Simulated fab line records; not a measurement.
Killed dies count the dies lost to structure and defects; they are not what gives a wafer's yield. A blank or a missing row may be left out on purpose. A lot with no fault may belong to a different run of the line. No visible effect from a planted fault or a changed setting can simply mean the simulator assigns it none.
fab line records ; flow sky130
record lots=12; wafers=36; lastDay=50
route steps=708 shown PWDE@53 VT_ADJUST_LVTN@106 RES_XHIGH@341 LOCAL_INTERCONNECT@400
lots that met no fault: from a run of the same line without faults
startH: the number of hours between the record's first day and the start of the first shown wafer of the lot ; waitH: how many hours have passed since the lot's step before this one ; " as in the row above ; L1.1+2: one row covering several wafers at once ; - no value, or no start was given ; * or withheld: withheld ; < > ~ a bound
route shown NAME@n: names a module that has steps shown in the file, with the first one's number in the route ; usual: mean and standard deviation over wafers with no fault ; same: alike in all rows ; chamber/n: place in a boat ; sites: each site's reading ; _std_site: how widely they spread, as a standard deviation ; _edge_site: inner sites' mean taken away from outer sites' mean ; radiusMm: how far each site lies from the wafer's centre ; mask NAME#n: copy n ; behind: tool/chamber where the wafer was last shaped ; hold: what put the lot on hold/how long, in hours/how the hold closed ; device: the transistor (n, p or np) that didn't switch ; end of line: tests run on the same wafers once the route is complete ; a step with no rows: only its recipe ; killed: dies lost to structure and defects at the first sort, not the wafer's yield ; map: dies across one wafer; x = killed, . = not, _ = none there
set.NAME: the setting as run; set.NAME@STEP: as run at that earlier step ; model.NAME: the simulator's own value behind a step, which no gauge read
route steps across a sampled set of lots; one table per step, one row per wafer
services: the hour from which a tool's chamber was out of use, counted from the record's first day as startH (under 0 if before that day), plus the number of hours and why
## steps
# step SKY_PWDE_IMPLANT_08
# recipe species=B; energyKev=150; doseCm2=3.6e+12; tiltDeg=withheld
# usual beamEnergyKeV=149.99/0.044
lot.wafer;tool;chamber;startH;waitH;beamEnergyKeV
L511.3;implanter-02;0;70.09;0.1;150.06
L511.4;implanter-02;0;70.09;0.1;150.10
L511.6;implanter-02;0;70.09;0.1;150.04
L513.1;implanter-01;0;80.69;0.0;149.97
L513.2;implanter-01;0;80.69;0.0;150.01
L513.6;implanter-01;0;80.69;0.0;150.00
L514.1;implanter-02;0;83.88;0.0;150.02
L514.2;implanter-02;0;83.88;0.0;149.93
L514.4;implanter-02;0;83.88;0.0;150.04
L515.2;implanter-03;0;89.28;0.0;149.95
L515.4;implanter-03;0;89.28;0.0;149.89
L515.5;implanter-03;0;89.28;0.0;149.95
L517.2;implanter-03;0;102.57;0.0;149.92
L517.3;implanter-03;0;102.57;0.0;149.95
L517.4;implanter-03;0;102.57;0.0;150.00
L525.2;implanter-03;0;146.81;0.0;186.33
L525.4;implanter-03;0;146.81;0.0;186.29
L525.5;implanter-03;0;146.81;0.0;186.35
L526.2;implanter-03;0;150.73;0.0;186.25
L526.3;implanter-03;0;150.73;0.0;186.28
L526.6;implanter-03;0;150.73;0.0;186.29
L528.2;implanter-01;0;163.11;0.0;150.01
L528.3;implanter-01;0;163.11;0.0;149.99
L528.5;implanter-01;0;163.11;0.0;150.04
L529.3;implanter-01;0;168.21;0.1;149.97
L529.5;implanter-01;0;168.21;0.1;150.04
L529.6;implanter-01;0;168.21;0.1;149.97
L530.1;implanter-02;0;175.78;0.0;149.95
L530.3;implanter-02;0;175.78;0.0;149.92
L530.6;implanter-02;0;175.78;0.0;150.02
L531.3;implanter-01;0;184.88;0.1;150.02
L531.4;implanter-01;0;184.88;0.1;149.97
L531.6;implanter-01;0;184.88;0.1;150.03
L534.2;implanter-02;0;198.76;0.0;150.04
L534.4;implanter-02;0;198.76;0.0;149.95
L534.6;implanter-02;0;198.76;0.0;149.98
# step SKY_NWELL_RS_MEAS_31
# recipe thkMeasGauge=four-point-probe
# usual PWDE_RS=5270/18
lot.wafer;tool;chamber;startH;waitH;PWDE_RS[ohm/sq]
L511.3;filmMetro-02;-;106.35;0.1;5264
L511.4;filmMetro-02;-;106.35;0.1;5259
L511.6;filmMetro-02;-;106.35;0.1;5253
L513.1;filmMetro-04;-;116.08;0.1;5281
L513.2;filmMetro-04;-;116.08;0.1;5286
L513.6;filmMetro-04;-;116.08;0.1;5305
L514.1;filmMetro-03;-;120.83;0.1;5290
L514.2;filmMetro-03;-;120.83;0.1;5268
L514.4;filmMetro-03;-;120.83;0.1;5288
L515.2;filmMetro-02;-;126.25;0.1;5277
L515.4;filmMetro-02;-;126.25;0.1;5293
L515.5;filmMetro-02;-;126.25;0.1;5296
L517.2;filmMetro-03;-;140.79;0.1;5277
L517.3;filmMetro-03;-;140.79;0.1;5273
L517.4;filmMetro-03;-;140.79;0.1;5267
L525.2;filmMetro-03;-;188.31;0.1;5186
L525.4;filmMetro-03;-;188.31;0.1;5193
L525.5;filmMetro-03;-;188.31;0.1;5213
L526.2;filmMetro-04;-;192.46;0.1;5232
L526.3;filmMetro-04;-;192.46;0.1;5232
L526.6;filmMetro-04;-;192.46;0.1;5241
L528.2;filmMetro-03;-;206.26;0.1;5287
L528.3;filmMetro-03;-;206.26;0.1;5276
L528.5;filmMetro-03;-;206.26;0.1;5277
L529.3;filmMetro-04;-;211.52;0.1;5296
L529.5;filmMetro-04;-;211.52;0.1;5311
L529.6;filmMetro-04;-;211.52;0.1;5307
L530.1;filmMetro-04;-;219.52;0.1;5249
L530.3;filmMetro-04;-;219.52;0.1;5258
L530.6;filmMetro-04;-;219.52;0.1;5273
L531.3;filmMetro-02;-;230.18;0.1;5248
L531.4;filmMetro-02;-;230.18;0.1;5237
L531.6;filmMetro-02;-;230.18;0.1;5264
L534.2;filmMetro-02;-;245.06;0.1;5294
L534.4;filmMetro-02;-;245.06;0.1;5306
L534.6;filmMetro-02;-;245.06;0.1;5289
# step SKY_VT_ADJUST_LVTN_STRIP_09
# recipe chemistry=O2/N2; powerW=1400; pressureMtorr=1500; platenTempC=withheld; o2FlowSccm=3130; n2FlowSccm=300; overashFraction=0.5
# usual drypumpMotorCurrentA=5.7/0.43; n2FlowSccm=300.1/0.9; oesProductAu=0.723/0.0048; stripTimeToEndpointS=36.83/0.12
lot.wafer;tool;chamber;startH;waitH;drypumpMotorCurrentA;n2FlowSccm;oesProductAu;rfHoursCounterH;stripTimeToEndpointS
L511.3;plasmaAsher-04;1;143.99;0.1;4.9;299.1;0.722;-;36.69
L511.4;plasmaAsher-04;0;143.99;0.1;5.8;301.1;0.729;-;36.73
L511.6;plasmaAsher-04;0;143.99;0.1;5.8;300.9;0.721;-;36.70
L513.1;plasmaAsher-04;1;153.93;0.1;4.9;300.3;0.714;47;36.81
L513.2;plasmaAsher-04;0;153.93;0.1;5.8;299.7;0.717;47;36.73
L513.6;plasmaAsher-04;1;153.93;0.1;4.9;299.7;0.728;-;36.65
L514.1;plasmaAsher-02;1;159.53;0.1;6.1;300.4;0.715;4;36.76
L514.2;plasmaAsher-02;0;159.53;0.1;5.8;301.4;0.729;4;36.88
L514.4;plasmaAsher-02;0;159.53;0.1;5.8;301.1;0.728;-;36.84
L515.2;plasmaAsher-02;1;165.16;0.1;6.0;300.4;0.711;5;36.78
L515.4;plasmaAsher-02;1;165.16;0.1;6.0;299.6;0.728;-;36.60
L515.5;plasmaAsher-02;1;165.16;0.1;6.0;299.9;0.726;-;36.75
L517.2;plasmaAsher-01;0;178.66;0.1;6.2;299.8;0.721;35;36.76
L517.3;plasmaAsher-01;1;178.66;0.1;5.6;298.7;0.731;-;36.73
L517.4;plasmaAsher-01;0;178.66;0.1;6.2;300.3;0.719;-;36.67
L525.2;plasmaAsher-02;1;234.12;0.1;6.1;300.3;0.726;12;37.02
L525.4;plasmaAsher-02;1;234.12;0.1;6.1;300.7;0.727;-;37.02
L525.5;plasmaAsher-02;1;234.12;0.1;6.0;299.3;0.729;-;37.06
L526.2;plasmaAsher-04;1;238.06;0.1;4.9;299.6;0.726;55;37.06
L526.3;plasmaAsher-04;0;238.06;0.1;5.8;299.4;0.715;-;37.02
L526.6;plasmaAsher-04;0;238.06;0.1;5.8;300.1;0.721;-;37.13
L528.2;plasmaAsher-01;1;252.21;0.1;5.6;300.4;0.729;43;36.86
L528.3;plasmaAsher-01;0;252.21;0.1;6.2;300.3;0.715;-;36.77
L528.5;plasmaAsher-01;0;252.21;0.1;6.2;299.3;0.716;-;36.85
L529.3;plasmaAsher-04;1;258.11;0.1;4.9;300.1;0.725;-;36.82
L529.5;plasmaAsher-04;0;258.11;0.1;5.8;300.9;0.728;-;36.86
L529.6;plasmaAsher-04;1;258.11;0.1;4.9;300.0;0.722;-;36.86
L530.1;plasmaAsher-02;1;266.52;0.1;6.1;298.9;0.723;15;36.80
L530.3;plasmaAsher-02;0;266.52;0.1;5.8;301.3;0.713;-;36.77
L530.6;plasmaAsher-02;1;266.52;0.1;6.1;300.0;0.720;-;36.81
L531.3;plasmaAsher-02;1;277.91;0.1;6.1;301.3;0.725;-;36.83
L531.4;plasmaAsher-02;0;277.91;0.1;5.8;301.3;0.719;-;36.71
L531.6;plasmaAsher-02;0;277.91;0.1;5.8;301.6;0.728;-;36.85
L534.2;plasmaAsher-04;0;296.52;0.1;5.8;299.4;0.721;61;36.92
L534.4;plasmaAsher-04;1;296.52;0.1;4.9;300.3;0.727;-;36.90
L534.6;plasmaAsher-04;0;296.52;0.1;5.8;300.0;0.723;-;36.93
# step SKY_RES_XHIGH_TW_MEAS_09
# usual RES_XHIGH_TW=1646/15
lot.wafer;tool;chamber;startH;waitH;RES_XHIGH_TW
L511.3;filmMetro-01;-;607.34;0.1;1614
L511.4;filmMetro-01;-;607.34;0.1;1621
L511.6;filmMetro-01;-;607.34;0.1;1616
L513.1;filmMetro-02;-;654.04;0.1;1635
L513.2;filmMetro-02;-;654.04;0.1;1631
L513.6;filmMetro-02;-;654.04;0.1;1638
L515.2;filmMetro-04;-;654.68;0.1;1658
L515.4;filmMetro-04;-;654.68;0.1;1657
L515.5;filmMetro-04;-;654.68;0.1;1664
L514.1;filmMetro-01;-;654.84;0.1;1626
L514.2;filmMetro-01;-;654.84;0.1;1624
L514.4;filmMetro-01;-;654.84;0.1;1623
L517.2;filmMetro-01;-;665.15;0.1;1625
L517.3;filmMetro-01;-;665.15;0.1;1618
L517.4;filmMetro-01;-;665.15;0.1;1625
L525.2;filmMetro-02;-;733.45;0.1;1646
L525.4;filmMetro-02;-;733.45;0.1;1640
L525.5;filmMetro-02;-;733.45;0.1;1642
L526.2;filmMetro-02;-;742.20;0.1;1652
L526.3;filmMetro-02;-;742.20;0.1;1653
L526.6;filmMetro-02;-;742.20;0.1;1658
L528.2;filmMetro-04;-;756.90;0.1;1656
L528.3;filmMetro-04;-;756.90;0.1;1657
L528.5;filmMetro-04;-;756.90;0.1;1660
L529.3;filmMetro-02;-;759.21;0.1;1650
L529.5;filmMetro-02;-;759.21;0.1;1646
L529.6;filmMetro-02;-;759.21;0.1;1640
L530.1;filmMetro-04;-;778.77;0.1;1650
L530.3;filmMetro-04;-;778.77;0.1;1649
L530.6;filmMetro-04;-;778.77;0.1;1660
L531.3;filmMetro-01;-;780.46;0.1;1626
L531.4;filmMetro-01;-;780.46;0.1;1631
L531.6;filmMetro-01;-;780.46;0.1;1628
L534.2;filmMetro-04;-;824.55;0.1;1656
L534.4;filmMetro-04;-;824.55;0.1;1644
L534.6;filmMetro-04;-;824.55;0.1;1645
# step SKY_LOCAL_INTERCONNECT_ETCH_13
# recipe chemistry=N2/H2; target=BARC; ionEnergyEv=200; biasW=100; pressureMtorr=30; n2FlowSccm=100; h2FlowSccm=200; icpW=500; stopOn=SiO2; timeS=45.9; targetDepthA=600
# usual drypumpMotorCurrentA=5.7/0.47; n2FlowSccm=100.00/0.29; oesProductAu=0.855/0.0047; throttleValvePct=13.226/0.0089
lot.wafer;tool;chamber;startH;waitH;drypumpMotorCurrentA;n2FlowSccm;oesProductAu;rfHoursCounterH;throttleValvePct
L511.3;rieMetal-02;1;696.11;0.0;5.8;99.71;0.857;-;13.232
L511.4;rieMetal-02;0;696.11;0.0;6.4;100.61;0.856;-;13.226
L511.6;rieMetal-02;0;696.11;0.0;6.4;100.15;0.850;-;13.218
L513.1;rieMetal-02;1;739.28;0.0;5.8;99.77;0.858;11;13.239
L513.2;rieMetal-02;0;739.28;0.0;6.4;99.83;0.856;14;13.236
L513.6;rieMetal-02;1;739.28;0.0;5.8;99.93;0.857;-;13.239
L515.2;rieMetal-02;0;741.04;0.0;6.4;99.84;0.850;14;13.219
L515.4;rieMetal-02;0;741.04;0.0;6.4;99.92;0.858;-;13.221
L515.5;rieMetal-02;0;741.04;0.0;6.4;99.81;0.858;-;13.232
L514.1;rieMetal-02;0;741.83;0.0;6.4;100.45;0.849;14;13.206
L514.2;rieMetal-02;1;741.83;0.0;5.8;100.20;0.857;11;13.234
L514.4;rieMetal-02;1;741.83;0.0;5.8;99.53;0.856;-;13.225
L517.2;rieMetal-03;0;751.46;0.0;5.5;99.69;0.855;13;13.220
L517.3;rieMetal-03;1;751.46;0.0;5.0;99.79;0.860;-;13.232
L517.4;rieMetal-03;0;751.46;0.0;5.5;99.93;0.856;-;13.224
L525.2;rieMetal-03;0;816.73;0.0;5.5;99.92;0.856;15;13.231
L525.4;rieMetal-03;0;816.73;0.0;5.5;100.50;0.853;-;13.215
L525.5;rieMetal-03;0;816.73;0.0;5.6;100.37;0.854;-;13.213
L526.2;rieMetal-02;1;824.09;0.0;5.8;99.68;0.855;16;13.225
L526.3;rieMetal-02;1;824.09;0.0;5.8;100.44;0.854;-;13.221
L526.6;rieMetal-02;0;824.09;0.0;6.4;100.59;0.857;-;13.213
L528.2;rieMetal-03;1;840.66;0.0;5.0;100.09;0.852;-;13.218
L528.3;rieMetal-03;1;840.66;0.0;5.0;99.73;0.856;-;13.222
L528.5;rieMetal-03;1;840.66;0.0;5.0;99.75;0.855;-;13.218
L529.3;rieMetal-04;0;842.30;0.0;6.1;99.71;0.854;-;13.223
L529.5;rieMetal-04;0;842.30;0.0;6.1;99.72;0.859;-;13.217
L529.6;rieMetal-04;1;842.30;0.0;5.4;99.85;0.855;-;13.225
L530.1;rieMetal-02;1;860.53;0.0;5.8;100.18;0.855;18;13.214
L530.3;rieMetal-02;1;860.53;0.0;5.8;100.23;0.854;-;13.242
L530.6;rieMetal-02;0;860.53;0.0;6.4;99.94;0.844;-;13.223
L531.3;rieMetal-04;1;861.83;0.0;5.4;99.66;0.860;-;13.230
L531.4;rieMetal-04;0;861.83;0.0;6.1;99.66;0.860;-;13.230
L531.6;rieMetal-04;0;861.83;0.0;6.1;100.40;0.852;-;13.229
L534.2;rieMetal-03;1;904.84;0.0;5.0;100.09;0.846;8;13.231
L534.4;rieMetal-03;1;904.84;0.0;5.0;99.99;0.854;-;13.236
L534.6;rieMetal-03;0;904.84;0.0;5.5;99.98;0.851;-;13.241
## services
tool;chamber;startH;hours;kind
implanter-02;-;46.30;10.2;repair
plasmaAsher-02;-;50.92;12.2;repair
rieMetal-03;1;62.28;3.9;repair
plasmaAsher-04;-;62.36;23.2;repair
plasmaAsher-02;-;63.09;2.8;pm
plasmaAsher-02;-;108.75;9.0;pm
implanter-03;-;127.10;6.2;repair
plasmaAsher-02;-;137.03;0.9;repair
plasmaAsher-04;-;331.91;1.4;repair
plasmaAsher-04;-;336.84;2.8;pm
plasmaAsher-04;-;405.52;1.9;repair
plasmaAsher-04;-;421.25;9.0;pm
rieMetal-02;0;430.73;8.5;repair
rieMetal-02;1;453.13;4.6;repair
plasmaAsher-04;-;608.98;0.3;repair
rieMetal-02;0;610.57;1.9;repair
plasmaAsher-04;-;662.79;4.9;repair
plasmaAsher-02;-;682.94;0.7;repair
plasmaAsher-02;-;689.13;0.6;repair
plasmaAsher-04;-;722.49;2.2;repair
rieMetal-02;-;759.95;0.3;repair
plasmaAsher-04;-;849.69;14.6;pm
plasmaAsher-02;-;866.02;2.0;repair
rieMetal-02;-;899.62;2.8;pm
## key
firstSign step=SKY_PWDE_IMPLANT_08; reading=beamEnergyKeV; direction=up; sigmas=99+; usual=*; struck=*
effect step=SKY_NWELL_RS_MEAS_31; reading=PWDE_RS; direction=down; sigmas=3; usual=5270; struck=5216
metAt SKY_PWDE_IMPLANT_08
struckLots L525,L526
testerLeftOut L525,L526
notActingAt SKY_VT_ADJUST_LVTN_STRIP_09,SKY_RES_XHIGH_TW_MEAS_09,SKY_LOCAL_INTERCONNECT_ETCH_13
onsetBetween 102.57 146.81
fault kind=processParameterDrift; tool=implanter-03; chamber=-; onsetH=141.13; steps=SKY_PWDE_IMPLANT_08; channel=energyKev; offset=*; shape=step; endH=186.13; actsIn=*; stated=*
# testerLeftOut: of these lots the tester's yield and bins aren't shown, on N5 and GAA mostly nor the transistor test; their killed dies are dies lost to structure and defects alone, not to doping, threshold or leakage, so they don't give the yield
